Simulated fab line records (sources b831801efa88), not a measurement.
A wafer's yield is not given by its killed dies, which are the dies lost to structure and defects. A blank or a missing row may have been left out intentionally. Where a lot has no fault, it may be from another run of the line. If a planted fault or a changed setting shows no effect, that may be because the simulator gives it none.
fab line records	flow sky130
[record] lots = 12	wafers = 36	lastDay = 50
route steps=708 shown FIELD_ISO@5 NWELL@73 PAD_OPEN@708
lots that met no fault: from a run of the same line without faults
startH: hours from the record's opening day to when the first of the lot's shown wafers began	waitH: hours since the lot's step before	" identical to the entry in the row above	L1.1+2: one row covering several wafers at once	- no value, or no start given	* or withheld: withheld	< > ~ a bound
route shown NAME@n: a module of which the file shows steps, and the number in the route of the first	usual: mean and standard deviation over wafers with no fault	same: alike in all rows	chamber/n: place in a boat	sites: the reading at each site	_std_site: the standard deviation of these	_edge_site: outer sites' mean less inner sites'	radiusMm: for every site, how far away it sits from the centre of the wafer	mask NAME#n: copy n	behind: the most recent tool/chamber to have shaped the wafer	hold: why the lot went on hold/how many hours it stayed there/how the hold came to an end	device: transistor that didn't switch, given as n, p or np	end of line: the route-end tests of the same wafers	a step without rows: its recipe alone	killed: not the wafer's yield, but the dies lost to structure and defects at the first sort	map: shows each die of a wafer: x if killed, . if not, _ if none is there
set.NAME: the setting that was run; set.NAME@STEP: the one run at that earlier step	model.NAME: the simulator's own value behind a step, which no gauge read
the route's steps for a sample of lots (tables are steps, rows are wafers)
services: when a tool's chamber went out of use (startH, in hours from the record's first day, below 0 if earlier), for how many hours, and the reason
[[steps]]
[step SKY_FIELD_ISO_THK_MEAS_04]
[recipe] reads = Si3N4_of_FIELD_ISO_CVD_03
[usual] FIELD_ISO_CVD_03_THK = 164.1/1.5
lot.wafer	tool	chamber	startH	waitH	FIELD_ISO_CVD_03_THK[nm]
L949.4	filmMetro-03	-	14.28	0.0	164.7
L949.5	"	-	"	"	165.7
L949.6	"	-	"	"	165.8
L950.1	filmMetro-01	-	20.12	0.0	163.8
L950.2	"	-	"	"	163.4
L950.3	"	-	"	"	163.8
L954.1	filmMetro-03	-	38.48	0.0	163.2
L954.2	"	-	"	"	161.4
L954.5	"	-	"	"	161.4
L955.2	filmMetro-03	-	46.30	0.0	163.9
L955.3	"	-	"	"	163.5
L955.6	"	-	"	"	163.5
L956.2	filmMetro-01	-	48.49	0.0	166.6
L956.5	"	-	"	"	167.1
L956.6	"	-	"	"	167.2
L958.1	filmMetro-04	-	59.30	0.0	163.8
L958.5	"	-	"	"	163.7
L958.6	"	-	"	"	164.5
L959.2	filmMetro-04	-	65.86	0.0	163.7
L959.3	"	-	"	"	162.1
L959.4	"	-	"	"	163.0
L967.1	filmMetro-01	-	103.96	0.0	164.6
L967.2	"	-	"	"	163.9
L967.4	"	-	"	"	164.6
L968.1	filmMetro-04	-	109.03	0.0	162.9
L968.2	"	-	"	"	165.0
L968.6	"	-	"	"	164.2
L970.3	filmMetro-03	-	121.23	0.0	164.6
L970.5	"	-	"	"	164.3
L970.6	"	-	"	"	164.8
L971.1	filmMetro-03	-	126.45	0.0	165.9
L971.3	"	-	"	"	165.8
L971.5	"	-	"	"	164.5
L972.1	filmMetro-04	-	130.65	0.0	163.1
L972.5	"	-	"	"	163.7
L972.6	"	-	"	"	166.2
[step SKY_FIELD_ISO_CD_MEAS_13]
[recipe] targetCdNm = 150
[usual] cdNm = 149.9/1.4
lot.wafer	tool	chamber	startH	waitH	cdNm
L949.4	cdSem-01	-	28.27	-	151.0
L949.5	"	-	"	"	151.8
L949.6	"	-	"	"	151.3
L950.1	cdSem-02	-	34.74	-	149.9
L950.2	"	-	"	"	149.2
L950.3	"	-	"	"	150.1
L954.1	cdSem-02	-	54.11	-	149.9
L954.2	"	-	"	"	150.0
L954.5	"	-	"	"	149.7
L955.2	cdSem-01	-	62.21	-	148.9
L955.3	"	-	"	"	149.5
L955.6	"	-	"	"	148.4
L956.2	cdSem-02	-	64.76	-	151.6
L956.5	"	-	"	"	151.8
L956.6	"	-	"	"	151.1
L958.1	cdSem-02	-	75.34	-	151.2
L958.5	"	-	"	"	150.4
L958.6	"	-	"	"	150.4
L959.2	cdSem-02	-	81.91	-	150.5
L959.3	"	-	"	"	150.6
L959.4	"	-	"	"	149.6
L967.1	cdSem-01	-	122.11	-	147.0
L967.2	"	-	"	"	147.1
L967.4	"	-	"	"	148.2
L968.1	cdSem-02	-	127.23	-	149.0
L968.2	"	-	"	"	149.2
L968.6	"	-	"	"	149.6
L970.3	cdSem-01	-	139.97	-	148.9
L970.5	"	-	"	"	149.3
L970.6	"	-	"	"	148.8
L971.1	cdSem-01	-	145.96	-	147.7
L971.3	"	-	"	"	146.2
L971.5	"	-	"	"	147.3
L972.1	cdSem-01	-	150.53	-	148.2
L972.5	"	-	"	"	150.0
L972.6	"	-	"	"	148.7
[step SKY_NWELL_EXPOSE_20]
[recipe] maskId = NWM_COMPLEMENT	na = 0.6	sourceShape = conventional	sigmaOuter = 0.6	polarization = unpolarized	targetCdNm = 840	doseMj = 260
lot.wafer	tool	chamber	startH	waitH	mask
L949.4+5+6	ilineStepper-01	0	92.66	-	NWM_COMPLEMENT#0
L950.1+2+3	ilineStepper-01	0	99.31	-	NWM_COMPLEMENT#0
L954.1+2+5	ilineStepper-01	0	121.68	-	NWM_COMPLEMENT#0
L955.2+3+6	ilineStepper-01	0	132.24	-	NWM_COMPLEMENT#0
L956.2+5+6	ilineStepper-02	0	136.70	-	NWM_COMPLEMENT#0
L958.1+5+6	ilineStepper-01	0	148.11	-	NWM_COMPLEMENT#0
L959.2+3+4	ilineStepper-02	0	153.45	-	PWDEM#0
L967.1+2+4	ilineStepper-02	0	201.58	-	NWM_COMPLEMENT#0
L968.1+2+6	ilineStepper-01	0	205.43	-	NWM_COMPLEMENT#0
L970.3+5+6	ilineStepper-01	0	221.55	-	NWM_COMPLEMENT#0
L971.1+3+5	ilineStepper-02	0	233.48	-	NWM_COMPLEMENT#0
L972.1+5+6	ilineStepper-02	0	238.13	-	NWM_COMPLEMENT#0
[step SKY_NWELL_OVL_MEAS_23]
[usual] NWELL_01_OVL = -0.5/1.5
lot.wafer	tool	chamber	startH	waitH	NWELL_01_OVL[nm]
L949.4	overlay-01	-	100.77	-	-0.4
L949.5	"	-	"	"	2.1
L949.6	"	-	"	"	-1.0
L950.1	overlay-02	-	108.21	-	-4.3
L950.2	"	-	"	"	-2.9
L950.3	"	-	"	"	-3.5
L954.1	overlay-01	-	130.91	-	-2.6
L954.2	"	-	"	"	-0.2
L954.5	"	-	"	"	0.0
L955.2	overlay-02	-	141.61	-	1.7
L955.3	"	-	"	"	-0.6
L955.6	"	-	"	"	2.8
L956.2	overlay-01	-	146.91	-	-1.0
L956.5	"	-	"	"	1.7
L956.6	"	-	"	"	-0.2
L958.1	overlay-01	-	157.11	-	0.9
L958.5	"	-	"	"	0.2
L958.6	"	-	"	"	-1.9
L959.2	overlay-01	-	162.97	-	-
L959.3	"	-	"	"	-
L959.4	"	-	"	"	-
L967.1	overlay-01	-	212.72	-	1.0
L967.2	"	-	"	"	0.5
L967.4	"	-	"	"	0.0
L968.1	overlay-02	-	217.21	-	1.3
L968.2	"	-	"	"	-0.5
L968.6	"	-	"	"	-0.7
L970.3	overlay-02	-	233.48	-	1.3
L970.5	"	-	"	"	-0.4
L970.6	"	-	"	"	-0.3
L971.1	overlay-01	-	244.91	-	-0.5
L971.3	"	-	"	"	-0.7
L971.5	"	-	"	"	-1.2
L972.1	overlay-02	-	249.77	-	0.3
L972.5	"	-	"	"	2.0
L972.6	"	-	"	"	-2.2
[step SKY_NWELL_TW_MEAS_26]
[usual] NWELL_2_TW = 497.8/2.7
lot.wafer	tool	chamber	startH	waitH	hold	NWELL_2_TW
L949.4	filmMetro-01	-	101.07	0.1	-	496.6
L949.5	"	-	"	"	-	498.9
L949.6	"	-	"	"	-	497.3
L950.1	filmMetro-01	-	108.49	0.1	-	498.3
L950.2	"	-	"	"	-	500.1
L950.3	"	-	"	"	-	497.2
L954.1	filmMetro-01	-	131.19	0.1	-	493.9
L954.2	"	-	"	"	-	492.4
L954.5	"	-	"	"	-	493.5
L955.2	filmMetro-02	-	141.90	0.1	-	508.0
L955.3	"	-	"	"	-	503.4
L955.6	"	-	"	"	-	502.3
L956.2	filmMetro-01	-	147.20	0.1	-	498.5
L956.5	"	-	"	"	-	498.7
L956.6	"	-	"	"	-	499.7
L958.1	filmMetro-04	-	157.39	0.1	-	499.4
L958.5	"	-	"	"	-	497.9
L958.6	"	-	"	"	-	499.7
L959.2	filmMetro-01	-	163.26	0.1	awaitDispo/0.2h/release	30.0
L959.3	"	-	"	"	awaitDispo/0.2h/release	30.1
L959.4	"	-	"	"	awaitDispo/0.2h/release	30.1
L959.2	filmMetro-01	-	163.49	0.2	-	30.0
L959.3	"	-	"	"	-	30.0
L959.4	"	-	"	"	-	30.1
L967.1	filmMetro-04	-	213.00	0.1	-	493.9
L967.2	"	-	"	"	-	495.7
L967.4	"	-	"	"	-	494.4
L968.1	filmMetro-01	-	217.49	0.1	-	499.9
L968.2	"	-	"	"	-	493.7
L968.6	"	-	"	"	-	497.6
L970.3	filmMetro-01	-	233.77	0.1	-	498.4
L970.5	"	-	"	"	-	496.2
L970.6	"	-	"	"	-	499.7
L971.1	filmMetro-01	-	245.19	0.1	-	494.8
L971.3	"	-	"	"	-	495.5
L971.5	"	-	"	"	-	496.3
L972.1	filmMetro-02	-	250.05	0.1	-	501.7
L972.5	"	-	"	"	-	498.5
L972.6	"	-	"	"	-	499.8
[step SKY_NWELL_RTA_28]
[recipe] tempC = 1050	timeS = 30	idleTempC = 650	rampUpCPerS = 150	rampDownCPerS = 90	ambient = N2
[usual] annealTempCMax = 1055.5/1.8	lampPowerPct = 25.30/0.056	wafer_temp_C_max = 1054.9/0.95
lot.wafer	tool	chamber	startH	waitH	annealTempCMax	lampPowerPct	wafer_temp_C_max
L949.4	rtpAnneal-01	0	101.20	0.1	1053.0	25.24	1054.3
L949.5	"	0	"	"	1053.6	25.31	1053.9
L949.6	"	0	"	"	1053.6	25.25	1056.6
L950.1	rtpAnneal-01	0	108.62	0.0	1054.5	25.27	1054.4
L950.2	"	0	"	"	1053.2	25.39	1054.8
L950.3	"	0	"	"	1052.5	25.30	1055.6
L954.1	rtpAnneal-01	0	131.31	0.0	1054.5	25.31	1054.5
L954.2	"	0	"	"	1054.4	25.36	1054.6
L954.5	"	0	"	"	1054.6	25.28	1055.8
L955.2	rtpAnneal-02	0	142.02	0.0	1056.7	25.36	1056.3
L955.3	"	0	"	"	1058.6	25.27	1054.6
L955.6	"	0	"	"	1059.3	25.26	1055.9
L956.2	rtpAnneal-01	0	147.32	0.0	1054.2	25.23	1056.3
L956.5	"	0	"	"	1053.8	25.22	1056.6
L956.6	"	0	"	"	1054.2	25.29	1054.4
L958.1	rtpAnneal-01	0	157.50	0.0	1054.6	25.30	1056.1
L958.5	"	0	"	"	1053.9	25.20	1054.3
L958.6	"	0	"	"	1054.0	25.31	1054.6
L967.1	rtpAnneal-01	0	213.11	0.0	1053.8	25.31	1054.4
L967.2	"	0	"	"	1055.9	25.34	1055.9
L967.4	"	0	"	"	1054.3	25.38	1054.9
L968.1	rtpAnneal-02	0	217.60	0.0	1056.4	25.37	1054.8
L968.2	"	0	"	"	1056.3	25.33	1054.5
L968.6	"	0	"	"	1057.5	25.30	1053.4
L970.3	rtpAnneal-02	0	233.89	0.0	1055.5	25.26	1054.8
L970.5	"	0	"	"	1056.4	25.29	1057.3
L970.6	"	0	"	"	1055.8	25.36	1053.7
L971.1	rtpAnneal-02	0	245.30	0.0	1056.3	25.31	1057.3
L971.3	"	0	"	"	1060.8	25.32	1054.5
L971.5	"	0	"	"	1057.1	25.34	1054.1
L972.1	rtpAnneal-01	0	250.16	0.0	1053.6	25.31	1054.5
L972.5	"	0	"	"	1053.9	25.23	1055.1
L972.6	"	0	"	"	1052.8	25.32	1055.1
[step SKY_PAD_OPEN_PROBE_99]
[usual] defectLimitedYield = 82.6/1.7	killed_at_M0_to_M3 = 42/6.4	killed_at_M4_up = 3.2/1.9	killedAtContacts = 24/4.8	killedAtFrontEnd = 16/4.4	killedAtOther = 0.3/0.55	killedDies = 86/8.6	killedOpen = 46/6.6	killedShort = 39/5.7	sort_bin_3_pad_short = 0.8/0.41	sort_bin_5_function = 10.3/1.5	sort_bin_6_memory = 6.3/1	sortNPass = 406/8.6	sortYieldPct = 82.6/1.7
[same] grossDies = 492	killedAtBackSide = 0	sort_bin_4_leakage[%] = 0	sort_bin_8_speed[%] = 0
lot.wafer	tool	chamber	startH	waitH	defectLimitedYield[%]	killed_at_M0_to_M3	killed_at_M4_up	killedAtContacts	killedAtFrontEnd	killedAtOther	killedDies	killedOpen	killedShort	sort_bin_3_pad_short[%]	sort_bin_5_function[%]	sort_bin_6_memory[%]	sortNPass	sortYieldPct[%]
L949.4	prober-02	-	1075.09	0.2	81.5	45	2	23	21	0	91	46	44	1.0	9.3	8.1	401	81.5
L949.5	prober-02	-	1075.14	0.2	82.9	42	3	24	15	0	84	51	31	1.0	9.8	6.3	408	82.9
L949.6	prober-02	-	1075.19	0.2	84.8	38	4	19	14	0	75	42	32	0.8	10.6	3.9	417	84.8
L950.1	prober-02	-	1084.05	0.1	81.3	38	1	25	28	0	92	48	43	0.8	11.4	6.5	400	81.3
L950.2	prober-02	-	1084.10	0.1	79.5	51	4	30	16	0	101	51	50	1.2	10.8	8.5	391	79.5
L950.3	prober-02	-	1084.15	0.2	83.5	41	2	17	20	1	81	39	40	1.0	9.1	6.3	411	83.5
L954.1	prober-01	-	1112.68	0.1	83.3	40	7	20	15	0	82	40	40	0.4	9.6	6.7	410	83.3
L954.2	prober-01	-	1112.73	0.1	80.1	50	5	31	12	0	98	51	45	1.4	11.2	7.3	394	80.1
L954.5	prober-01	-	1112.88	0.2	84.1	38	3	19	17	1	78	41	34	1.4	8.9	5.5	414	84.1
L955.2	prober-02	-	1120.31	0.1	85.2	34	2	23	14	0	73	33	40	1.0	8.3	5.5	419	85.2
L955.3	prober-02	-	1120.36	0.2	82.7	44	4	19	17	1	85	49	35	1.8	8.5	6.9	407	82.7
L955.6	prober-02	-	1120.51	0.2	81.7	40	5	32	12	1	90	49	40	1.8	10.0	6.5	402	81.7
L956.2	prober-01	-	1123.06	0.1	85.6	36	5	17	13	0	71	39	32	0.6	7.5	6.3	421	85.6
L956.5	prober-01	-	1123.21	0.2	78.3	59	3	30	15	0	107	53	54	0.6	12.8	8.3	385	78.3
L956.6	prober-01	-	1123.26	0.2	80.7	45	4	33	13	0	95	56	38	0.6	11.2	7.5	397	80.7
L958.1	prober-01	-	1132.44	0.1	84.8	30	2	24	18	1	75	36	39	2.0	8.9	4.3	417	84.8
L958.5	prober-01	-	1132.64	0.2	84.1	31	1	22	23	1	78	36	40	1.2	9.1	5.5	414	84.1
L958.6	prober-01	-	1132.69	0.2	81.7	33	2	31	22	2	90	47	41	0.8	12.2	5.3	402	81.7
L967.1	prober-02	-	1174.29	0.1	82.7	32	5	27	21	0	85	48	37	1.0	9.8	6.5	407	82.7
L967.2	prober-02	-	1174.34	0.1	82.5	40	0	29	16	1	86	51	35	0	8.5	8.9	406	82.5
L967.4	prober-02	-	1174.44	0.2	84.6	39	1	23	12	1	76	37	38	0.8	9.8	4.9	416	84.6
L968.1	prober-01	-	1178.38	0.1	83.1	38	4	23	18	0	83	45	38	0.6	12.2	4.1	409	83.1
L968.2	prober-01	-	1178.43	0.1	81.3	42	7	24	18	1	92	51	41	0.8	9.8	8.1	400	81.3
L968.6	prober-01	-	1178.63	0.2	82.5	47	3	28	8	0	86	52	34	0.4	9.8	7.3	406	82.5
L970.3	prober-02	-	1191.67	0.2	81.3	42	4	27	18	1	92	58	34	0.4	11.2	7.1	400	81.3
L970.5	prober-02	-	1191.77	0.2	81.5	51	2	18	19	1	91	47	44	1.2	10.2	7.1	401	81.5
L970.6	prober-02	-	1191.82	0.2	83.1	44	2	18	19	0	83	49	34	0.2	10.4	6.3	409	83.1
L971.1	prober-02	-	1200.17	0.1	79.9	45	5	28	21	0	99	51	45	0.8	11.8	7.5	393	79.9
L971.3	prober-02	-	1200.27	0.2	82.5	43	3	29	11	0	86	44	41	0.8	10.2	6.5	406	82.5
L971.5	prober-02	-	1200.37	0.2	81.5	55	1	21	14	0	91	52	39	1.0	12.0	5.5	401	81.5
L972.1	prober-01	-	1205.04	0.1	82.7	47	1	27	10	0	85	44	40	0.8	10.4	6.1	407	82.7
L972.5	prober-01	-	1205.24	0.2	84.6	42	4	15	15	0	76	39	37	0.6	10.0	4.9	416	84.6
L972.6	prober-01	-	1205.29	0.2	85.8	32	4	24	10	0	70	36	34	0.8	7.3	6.1	422	85.8
// killed by level:class
L949.4 VIA1:geometricParticle:open=10 VIA3:geometricParticle:open=9 FIELD_ISO:geometricParticle:short=7 CONTACT:geometricParticle:open=7 METAL2:geometricParticle:short=7 METAL1:geometricParticle:short=6 POLY_GATE:geometricParticle:short=5 LI_CONTACT:geometricParticle:open=5
L949.5 CONTACT:geometricParticle:open=10 VIA1:geometricParticle:open=9 VIA3:geometricParticle:open=9 VIA2:geometricParticle:open=7 POLY_GATE:geometricParticle:short=6 LI_CONTACT:geometricParticle:open=6 METAL1:geometricParticle:short=5 POLY_GATE:geometricParticle:open=4
L949.6 VIA1:geometricParticle:open=11 CONTACT:geometricParticle:open=9 VIA1:geometricParticle:short=6 POLY_GATE:geometricParticle:open=4 METAL2:geometricParticle:short=4 POLY_GATE:geometricParticle:short=3 LI_CONTACT:geometricParticle:short=3 CONTACT:geometricParticle:short=3
L950.1 POLY_GATE:geometricParticle:open=8 VIA1:geometricParticle:open=7 FIELD_ISO:geometricParticle:open=6 CONTACT:geometricParticle:short=6 POLY_GATE:geometricParticle:short=6 VIA1:geometricParticle:short=6 CONTACT:geometricParticle:open=6 METAL1:geometricParticle:short=6
L950.2 VIA1:geometricParticle:open=13 CONTACT:geometricParticle:open=8 METAL1:geometricParticle:short=8 VIA2:geometricParticle:open=8 FIELD_ISO:geometricParticle:short=6 VIA3:geometricParticle:open=6 METAL3:geometricParticle:short=6 LI_CONTACT:geometricParticle:open=5
L950.3 VIA1:geometricParticle:open=10 POLY_GATE:geometricParticle:short=6 CONTACT:geometricParticle:open=6 FIELD_ISO:geometricParticle:open=4 FIELD_ISO:geometricParticle:short=4 METAL3:geometricParticle:short=4 LI_CONTACT:geometricParticle:open=4 VIA1:geometricParticle:short=4
L954.1 VIA3:geometricParticle:open=9 CONTACT:geometricParticle:open=7 VIA1:geometricParticle:open=7 METAL2:geometricParticle:short=6 VIA2:geometricParticle:open=6 FIELD_ISO:geometricParticle:short=4 POLY_GATE:geometricParticle:short=4 METAL4:geometricParticle:short=4
L954.2 CONTACT:geometricParticle:open=11 VIA1:geometricParticle:open=11 LOCAL_INTERCONNECT:geometricParticle:short=10 METAL1:geometricParticle:short=10 METAL2:geometricParticle:short=9 VIA2:geometricParticle:open=7 LI_CONTACT:geometricParticle:open=5 POLY_GATE:geometricParticle:open=4
L954.5 LI_CONTACT:geometricParticle:open=8 VIA3:geometricParticle:open=6 METAL1:geometricParticle:short=5 VIA1:geometricParticle:short=5 VIA1:geometricParticle:open=5 VIA2:geometricParticle:open=5 FIELD_ISO:geometricParticle:short=4 FIELD_ISO:geometricParticle:open=4
L955.2 CONTACT:geometricParticle:short=8 VIA2:geometricParticle:open=6 CONTACT:geometricParticle:open=6 VIA1:geometricParticle:open=6 FIELD_ISO:geometricParticle:short=5 POLY_GATE:geometricParticle:short=5 VIA3:geometricParticle:open=5 METAL2:geometricParticle:short=5
L955.3 VIA1:geometricParticle:open=11 VIA3:geometricParticle:open=10 CONTACT:geometricParticle:open=7 FIELD_ISO:geometricParticle:short=6 LI_CONTACT:geometricParticle:open=5 METAL1:geometricParticle:short=5 LOCAL_INTERCONNECT:geometricParticle:short=4 METAL4:geometricParticle:short=4
L955.6 CONTACT:geometricParticle:open=9 LI_CONTACT:geometricParticle:open=8 VIA1:geometricParticle:open=7 METAL1:geometricParticle:short=6 VIA3:geometricParticle:short=6 VIA3:geometricParticle:open=6 LOCAL_INTERCONNECT:geometricParticle:short=5 CONTACT:geometricParticle:short=5
L956.2 VIA1:geometricParticle:open=9 VIA3:geometricParticle:open=8 CONTACT:geometricParticle:open=6 VIA1:geometricParticle:short=6 CONTACT:geometricParticle:short=4 FIELD_ISO:geometricParticle:open=3 LOCAL_INTERCONNECT:geometricParticle:short=3 VIA2:geometricParticle:short=3
L956.5 VIA1:geometricParticle:open=16 VIA1:geometricParticle:short=10 METAL2:geometricParticle:short=8 VIA3:geometricParticle:open=8 CONTACT:geometricParticle:open=7 METAL1:geometricParticle:short=7 POLY_GATE:geometricParticle:open=6 LI_CONTACT:geometricParticle:open=6
L956.6 VIA1:geometricParticle:open=14 LI_CONTACT:geometricParticle:open=10 CONTACT:geometricParticle:open=8 VIA2:geometricParticle:open=7 CONTACT:geometricParticle:short=6 METAL2:geometricParticle:short=6 FIELD_ISO:geometricParticle:short=5 POLY_GATE:geometricParticle:open=5
L958.1 CONTACT:geometricParticle:open=9 LI_CONTACT:geometricParticle:open=6 FIELD_ISO:geometricParticle:short=5 VIA3:geometricParticle:open=5 POLY_GATE:geometricParticle:short=4 VIA2:geometricParticle:open=4 METAL2:geometricParticle:short=4 METAL3:geometricParticle:short=4
L958.5 FIELD_ISO:geometricParticle:open=7 CONTACT:geometricParticle:open=7 VIA2:geometricParticle:short=6 FIELD_ISO:geometricParticle:short=5 VIA1:geometricParticle:open=5 LI_CONTACT:geometricParticle:open=4 LOCAL_INTERCONNECT:geometricParticle:short=4 CONTACT:geometricParticle:short=4
L958.6 CONTACT:geometricParticle:open=13 METAL2:geometricParticle:short=8 VIA1:geometricParticle:open=8 FIELD_ISO:geometricParticle:open=6 LI_CONTACT:geometricParticle:open=6 CONTACT:geometricParticle:short=5 METAL1:geometricParticle:short=5 FIELD_ISO:geometricParticle:short=4
L967.1 CONTACT:geometricParticle:open=13 VIA1:geometricParticle:open=7 FIELD_ISO:geometricParticle:short=6 LI_CONTACT:geometricParticle:open=6 POLY_GATE:geometricParticle:open=6 POLY_GATE:geometricParticle:short=5 METAL1:geometricParticle:short=4 METAL2:geometricParticle:short=4
L967.2 LI_CONTACT:geometricParticle:open=10 VIA1:geometricParticle:open=10 CONTACT:geometricParticle:open=8 METAL1:geometricParticle:short=7 VIA2:geometricParticle:open=7 LOCAL_INTERCONNECT:geometricParticle:short=6 VIA1:geometricParticle:short=5 VIA3:geometricParticle:open=4
L967.4 CONTACT:geometricParticle:open=11 VIA1:geometricParticle:open=9 VIA3:geometricParticle:open=8 FIELD_ISO:geometricParticle:short=5 VIA1:geometricParticle:short=5 VIA2:geometricParticle:short=5 LOCAL_INTERCONNECT:geometricParticle:short=4 METAL2:geometricParticle:short=4
L968.1 LI_CONTACT:geometricParticle:open=9 VIA2:geometricParticle:open=7 VIA3:geometricParticle:open=7 VIA1:geometricParticle:open=7 FIELD_ISO:geometricParticle:short=6 CONTACT:geometricParticle:open=6 METAL2:geometricParticle:short=6 METAL1:geometricParticle:short=4
L968.2 VIA1:geometricParticle:open=10 LI_CONTACT:geometricParticle:open=9 CONTACT:geometricParticle:open=7 VIA1:geometricParticle:short=7 VIA3:geometricParticle:open=7 FIELD_ISO:geometricParticle:short=6 CONTACT:geometricParticle:short=6 METAL4:geometricParticle:short=5
L968.6 VIA2:geometricParticle:open=13 CONTACT:geometricParticle:open=11 LI_CONTACT:geometricParticle:open=7 VIA1:geometricParticle:open=7 VIA3:geometricParticle:open=6 METAL1:geometricParticle:short=5 METAL2:geometricParticle:short=4 LOCAL_INTERCONNECT:geometricParticle:open=4
L970.3 CONTACT:geometricParticle:open=12 VIA1:geometricParticle:open=11 FIELD_ISO:geometricParticle:open=6 LI_CONTACT:geometricParticle:open=6 VIA2:geometricParticle:open=6 POLY_GATE:geometricParticle:open=5 METAL2:geometricParticle:short=5 VIA3:geometricParticle:open=4
L970.5 VIA1:geometricParticle:open=8 VIA3:geometricParticle:short=7 CONTACT:geometricParticle:short=7 CONTACT:geometricParticle:open=7 VIA2:geometricParticle:open=7 FIELD_ISO:geometricParticle:short=6 VIA1:geometricParticle:short=6 FIELD_ISO:geometricParticle:open=5
L970.6 VIA1:geometricParticle:open=12 FIELD_ISO:geometricParticle:open=6 CONTACT:geometricParticle:open=6 VIA2:geometricParticle:open=6 VIA1:geometricParticle:short=5 VIA3:geometricParticle:open=5 FIELD_ISO:geometricParticle:short=4 LI_CONTACT:geometricParticle:open=4
L971.1 CONTACT:geometricParticle:open=11 VIA1:geometricParticle:open=10 LI_CONTACT:geometricParticle:open=8 VIA2:geometricParticle:open=8 FIELD_ISO:geometricParticle:short=6 METAL1:geometricParticle:short=6 METAL2:geometricParticle:short=5 FIELD_ISO:geometricParticle:open=4
L971.3 LI_CONTACT:geometricParticle:open=12 VIA1:geometricParticle:open=9 METAL2:geometricParticle:short=7 METAL1:geometricParticle:short=5 CONTACT:geometricParticle:open=5 VIA1:geometricParticle:short=5 VIA3:geometricParticle:short=5 LI_CONTACT:geometricParticle:short=4
L971.5 CONTACT:geometricParticle:open=11 VIA2:geometricParticle:open=10 METAL2:geometricParticle:short=8 VIA1:geometricParticle:open=7 VIA3:geometricParticle:open=7 FIELD_ISO:geometricParticle:short=5 METAL2:geometricParticle:open=5 LI_CONTACT:geometricParticle:open=5
L972.1 VIA1:geometricParticle:short=13 CONTACT:geometricParticle:open=12 VIA1:geometricParticle:open=10 METAL2:geometricParticle:short=8 LI_CONTACT:geometricParticle:open=5 LOCAL_INTERCONNECT:geometricParticle:short=5 VIA2:geometricParticle:open=5 VIA3:geometricParticle:open=4
L972.5 VIA1:geometricParticle:open=8 CONTACT:geometricParticle:open=7 METAL1:geometricParticle:short=7 POLY_GATE:geometricParticle:open=6 METAL2:geometricParticle:short=5 VIA1:geometricParticle:short=5 LI_CONTACT:geometricParticle:open=4 VIA3:geometricParticle:open=4
L972.6 VIA1:geometricParticle:open=7 CONTACT:geometricParticle:open=6 FIELD_ISO:geometricParticle:short=5 LI_CONTACT:geometricParticle:short=5 LI_CONTACT:geometricParticle:open=5 VIA2:geometricParticle:open=5 METAL2:geometricParticle:short=5 VIA3:geometricParticle:open=5
[[services]]
tool	chamber	startH	hours	kind
ilineStepper-01	0	109.06	-	calibration
rtpAnneal-02	-	145.63	4.5	pm
ilineStepper-02	-	162.92	9.5	repair
ilineStepper-01	-	185.91	0.9	repair
ilineStepper-01	-	214.56	1.7	pm
ilineStepper-01	-	229.89	6.6	repair
ilineStepper-01	-	231.32	11.2	repair
ilineStepper-02	-	242.57	2.1	pm
ilineStepper-02	-	244.65	-	consumableReplace:lamp
[[key]]
[firstSign] step = SKY_NWELL_EXPOSE_20	reading = mask	direction = changed
[effect] step = SKY_NWELL_OVL_MEAS_23	reading = NWELL_01_OVL	direction = missing
[effect] step = SKY_NWELL_TW_MEAS_26	reading = visit	direction = added
[effect] step = SKY_NWELL_TW_MEAS_26	reading = NWELL_2_TW	direction = down	sigmas = 99+	usual = 497.8	struck = 30.1
metAt SKY_NWELL_EXPOSE_20
struckLots L959
scrappedBehind SKY_NWELL_TW_MEAS_26 L959.2,L959.3,L959.4
notActingAt SKY_FIELD_ISO_THK_MEAS_04,SKY_FIELD_ISO_CD_MEAS_13,SKY_NWELL_RTA_28
onsetBetween 136.70 153.45
[fault] kind = wrongMask	tool = any	chamber = -	onsetH = 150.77	steps = SKY_NWELL_EXPOSE_20	auxCopy = PWDEM#0	scope = struckLotsOnly
